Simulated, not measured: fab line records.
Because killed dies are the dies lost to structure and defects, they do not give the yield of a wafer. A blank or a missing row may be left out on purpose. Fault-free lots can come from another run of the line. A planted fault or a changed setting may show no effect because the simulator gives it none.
Matching of chambers | flow sky130 | rie_diel-02 running SKY_POLY_GATE_ETCH_15: 4 sister chambers
The step etches BARC in N2/H2, stops on SiO2, time 118.5 s, target depth 110 nm. 14 wafers are shown with their chamber, then 7 later ones without.

## WAFERS WITH THEIR CHAMBER
wafer  | chamber | drypump_motor_current_A (A) | rf_fwd_power_W (W) | throttle_valve_pct (%)
L474.3 | 1       | 6.3                         | 493.3              | 13.206
L474.4 | 0       | 6.8                         | 498.6              | 13.209
L474.5 | 1       | 6.3                         | 497.0              | 13.205
L477.3 | 2       | 5.9                         | 498.3              | 13.201
L477.5 | 1       | 6.3                         | 499.0              | 13.216
L477.6 | 2       | 5.9                         | 500.0              | 13.227
L483.2 | 2       | 5.8                         | 497.6              | 13.203
L483.4 | 3       | 6.0                         | 492.4              | 13.207
L483.6 | 3       | 6.0                         | 491.7              | 13.212
L486.1 | 3       | 6.0                         | 493.2              | 13.193
L486.2 | 0       | 6.7                         | 498.2              | 13.215
L486.5 | 2       | 5.8                         | 497.1              | 13.222
L487.2 | 1       | 6.3                         | 495.7              | 13.217
L487.3 | 0       | 6.8                         | 496.7              | 13.228

SIGNATURES (averages over the wafers above)
reading                 | chamber 0 | chamber 1 | chamber 2 | chamber 3 | scatter within a chamber
drypump_motor_current_A | 6.767     | 6.300     | 5.850     | 6.000     | 0.0408
rf_fwd_power_W          | 497.833   | 496.250   | 498.250   | 492.433   | 1.58
throttle_valve_pct      | 13.21733  | 13.21100  | 13.21325  | 13.20400  | 0.0101
Rule: distance of a wafer from a chamber = root of the sum over the readings of ((wafer's reading minus chamber's mean) / reading's scatter) squared. If the next closest chamber is less than 2 further off than the closest, the wafer can't be placed; otherwise it belongs to the closest. The scatter is the square root of a quotient: the sum, over the shown wafers, of each reading's squared deviation from its chamber's mean, divided by wafers minus chambers.

## WAFERS MISSING THEIR CHAMBER
wafer  | drypump_motor_current_A (A) | rf_fwd_power_W (W) | throttle_valve_pct (%)
L487.5 | 5.8                         | 497.8              | 13.209
L489.2 | 6.0                         | 492.7              | 13.205
L489.4 | 6.3                         | 497.4              | 13.195
L489.5 | 6.8                         | 497.6              | 13.201
L492.1 | 6.8                         | 497.1              | 13.205
L492.5 | 6.4                         | 498.6              | 13.204
L492.6 | 6.8                         | 495.6              | 13.204

## WHICH CHAMBER EACH WENT THROUGH
wafer  | from the rows above | in truth
L487.5 | 2                   | 2
L489.2 | 3                   | 3
L489.4 | 1                   | 1
L489.5 | 0                   | 0
L492.1 | 0                   | 0
L492.5 | 1                   | 1
L492.6 | 0                   | 0
Correctly placed: 7 of 7. Left unplaced by these rows: 0. 0 placed wrongly.
